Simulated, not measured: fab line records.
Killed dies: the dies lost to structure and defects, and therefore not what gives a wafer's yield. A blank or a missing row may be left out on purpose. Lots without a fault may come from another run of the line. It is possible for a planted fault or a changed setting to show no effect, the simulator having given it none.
Chamber matching ; flow sky130 ; 4 sister chambers for SKY_FIELD_ISO_ETCH_17 on rie-si-02
The step etches Si in HBr/Cl2/O2, target depth 342 nm, time 97.7 s. 14 wafers are shown with their chamber, then 7 later ones without.

EACH WAFER AND ITS CHAMBER
wafer;chamber;oes-product-au (a.u.);throttle-valve-pct (%);HBr_flow_sccm (sccm)
L935.3;3;0.988;25.663;150.1
L935.5;2;0.983;25.666;150.1
L935.6;1;0.999;25.645;150.6
L939.1;1;1.004;25.646;150.3
L939.4;2;0.991;25.649;150.4
L939.6;1;1.017;25.647;150.2
L941.3;2;0.995;25.662;150.6
L941.4;0;1.011;25.638;150.1
L941.6;0;1.010;25.654;150.3
L942.1;0;1.005;25.645;150.5
L942.4;2;0.988;25.676;149.6
L942.5;3;0.989;25.666;150.2
L944.2;0;1.010;25.655;150.4
L944.5;3;0.995;25.649;150.1

SIGNATURES, as means of the wafers listed above
reading;chamber 0;chamber 1;chamber 2;chamber 3;scatter within a chamber
oes-product-au;1.00900;1.00667;0.98925;0.99067;0.00548
throttle-valve-pct;25.64800;25.64600;25.66325;25.65933;0.00858
HBr_flow_sccm;150.325;150.367;150.175;150.133;0.274
Rule: a wafer lies at a distance from a chamber equal to the root of the sum of squares, over the readings, of (its reading less the chamber's mean, divided by the reading's scatter). If the next closest chamber is less than 2 further off than the closest, the wafer can't be placed; otherwise it belongs to the closest. The scatter: the root of (the sum of the squares of (reading less its chamber's mean) over the shown wafers, divided by (wafers less chambers)).

WAFERS WITH NO CHAMBER GIVEN
wafer;oes-product-au (a.u.);throttle-valve-pct (%);HBr_flow_sccm (sccm)
L944.6;1.006;25.656;150.9
L946.1;0.985;25.645;150.8
L946.3;1.005;25.634;149.8
L946.4;1.000;25.663;149.5
L948.3;0.994;25.660;149.7
L948.5;1.004;25.650;149.8
L948.6;0.997;25.658;150.1

WHICH CHAMBER EACH ONE RAN IN
wafer;from the rows above;in truth
L944.6;can't be placed: 1 or 0 or 3 or 2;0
L946.1;can't be placed: 3 or 2 or 1 or 0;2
L946.3;can't be placed: 1 or 0 or 3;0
L946.4;can't be placed: 3 or 2 or 0 or 1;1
L948.3;can't be placed: 3 or 2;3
L948.5;can't be placed: 0 or 1 or 3 or 2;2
L948.6;can't be placed: 3 or 2 or 1 or 0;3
0 of 7 placed correctly. These rows do not allow placing 7 (true chamber among the candidates in 7). Wrongly placed: 0.
